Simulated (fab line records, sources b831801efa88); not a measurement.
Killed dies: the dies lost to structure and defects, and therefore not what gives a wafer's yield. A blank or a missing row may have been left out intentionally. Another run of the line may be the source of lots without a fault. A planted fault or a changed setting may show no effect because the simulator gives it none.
Struck lot and sound lot, side by side + flow sfq_line + 15 steps out of a route of 325
Sound: wafers L272.2, L272.3, L272.6. Wafers struck: L285.2, L285.4. Last of all comes the cause.
Order at every step that has rows: each side's tool, ch and its chambers, its first start. Under that, the readings that differ: sound wafers + struck wafers + difference of the means + sigmas: that difference in standard deviations of wafers without a fault.
alike: readings with means less than 2 such deviations apart, plus words and numbers identical on both sides. not compared: withheld readings, readings lacking a value on some wafer, bounds such as >300 that could conceal the same value, and numbers that have no deviation in the record and whose values overlap.
A row with sigmas, a row that says differs or no value, or rows on one side alone: a step with any of these is where the two part. Numbers that have no deviation but don't overlap get no sigmas and don't part them. A reading that every wafer of one side lacks parts them only if that side has two wafers or more.

first, 1 step without rows for these wafers: SFQ_TRILAYER_M4_STRIP_SOLV_CLEAN_098 (cleans in NMP, time 600 s).
SFQ_TRILAYER_I4_DEP_PECVD_099: deposits SiO2 from SiH4/N2O, time 111.11 s, target thk 500 nm.
  sound on pecvd-01 ch 0,1,2, day 54 03:50; struck on pecvd-04 ch 1,2, day 60 06:57
  alike: chamber_pressure_Torr, heater_power_outer_w, heater_power_w, throttle_valve_pct
SFQ_TRILAYER_I4_CMP_CMP_100: polishes SiO2.
  sound on cmp-01 ch 0,3, day 54 03:54; struck on cmp-02 ch 1,3, day 60 15:26
  alike: motor_current_A, time_to_endpoint_s
SFQ_I4_BOW_MEAS_927:
  struck on film_metro-01, day 60 18:28; sound on film_metro-01, day 54 06:55
  alike: I4_BOW
SFQ_TRILAYER_I4_METRO_MEASURE_101:
  struck on film_metro-01, day 60 18:46; sound on film_metro-01, day 54 07:13
  alike: thk_nm
then, 6 steps without rows for these wafers: SFQ_TRILAYER_I4_VIA_LITHO_COAT_108 (resist thk 62 nm); SFQ_TRILAYER_I4_VIA_LITHO_COAT_103 (resist thk 650 nm); SFQ_TRILAYER_I4_VIA_LITHO_SOFTBAKE_107; SFQ_TRILAYER_I4_VIA_LITHO_EXPOSE_104 (exposes mask I4, target cd 700 nm); SFQ_TRILAYER_I4_VIA_LITHO_PEB_106 (peb time 60 s); SFQ_TRILAYER_I4_VIA_LITHO_DEVELOP_105 (time 60 s).
-- the record jumps here: 4 days lie between the struck wafers' starts before and after --
SFQ_I4_OVL_MEAS_928:
  struck on overlay-02, day 65 04:52; sound on overlay-01, day 59 15:18
  alike: I4_OVL
SFQ_TRILAYER_I4_VIA_BARC_OPEN_VIA_ETCH_146: etches BARC in O2, target depth 125 nm, time 41.7 s.
  sound on rie_diel-04 ch 1,2, day 59 15:20; struck on rie_diel-04 ch 2,3, day 65 04:54
| reading                                                 | sound             | struck      | difference | sigmas |
|---------------------------------------------------------|-------------------|-------------|------------|--------|
| oes_product_au (a.u.)                                   | 0.698 0.684 0.689 | 0.656 0.663 | -0.031     | -6     |
| run_length_s (s)                                        | 70.2 70.0 70.3    | 73.1 72.9   | +2.8       | +7     |
| model.KrF_of_TRILAYER_I4_VIA_LITHO_COAT_103.thk_nm (nm) | 574.2 573.9 574.7 | 568.5 570.3 | -4.9       |        |
  alike: drypump_motor_current_A
  not compared: rf_hours_counter_h
SFQ_TRILAYER_I4_VIA_ETCH_VIA_ETCH_106: etches SiO2 in CHF3, stops on Nb, target depth 260 nm.
  sound on rie_diel-04 ch 1,2, day 59 15:22; struck on rie_diel-04 ch 2,3, day 65 04:56
| reading                                                 | sound             | struck    | difference | sigmas |
|---------------------------------------------------------|-------------------|-----------|------------|--------|
| model.KrF_of_TRILAYER_I4_VIA_LITHO_COAT_103.thk_nm (nm) | 529.8 529.9 530.4 | 524 525.5 | -5         |        |
  alike: drypump_motor_current_A, oes_product_au
SFQ_TRILAYER_I4_VIA_STRIP_STRIP_107: strips in O2.
  sound on rie_metal-03 ch 0,1, day 59 15:29; struck on rie_metal-01 ch 1, day 65 05:04
| reading               | sound             | struck      | difference | sigmas |
|-----------------------|-------------------|-------------|------------|--------|
| oes_product_au (a.u.) | 0.992 1.006 1.005 | 1.019 1.022 | +0.020     | +2     |
  alike: drypump_motor_current_A
  not compared: rf_hours_counter_h

== WHERE THEY PART ==
First at SFQ_TRILAYER_I4_VIA_BARC_OPEN_VIA_ETCH_146; last, within this record, at SFQ_TRILAYER_I4_VIA_STRIP_STRIP_107.

WHY: the cause the simulator had injected
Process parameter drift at SFQ_TRILAYER_I4_VIA_BARC_OPEN_VIA_ETCH_146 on rie_diel-04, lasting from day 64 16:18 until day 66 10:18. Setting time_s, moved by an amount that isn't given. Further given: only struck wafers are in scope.
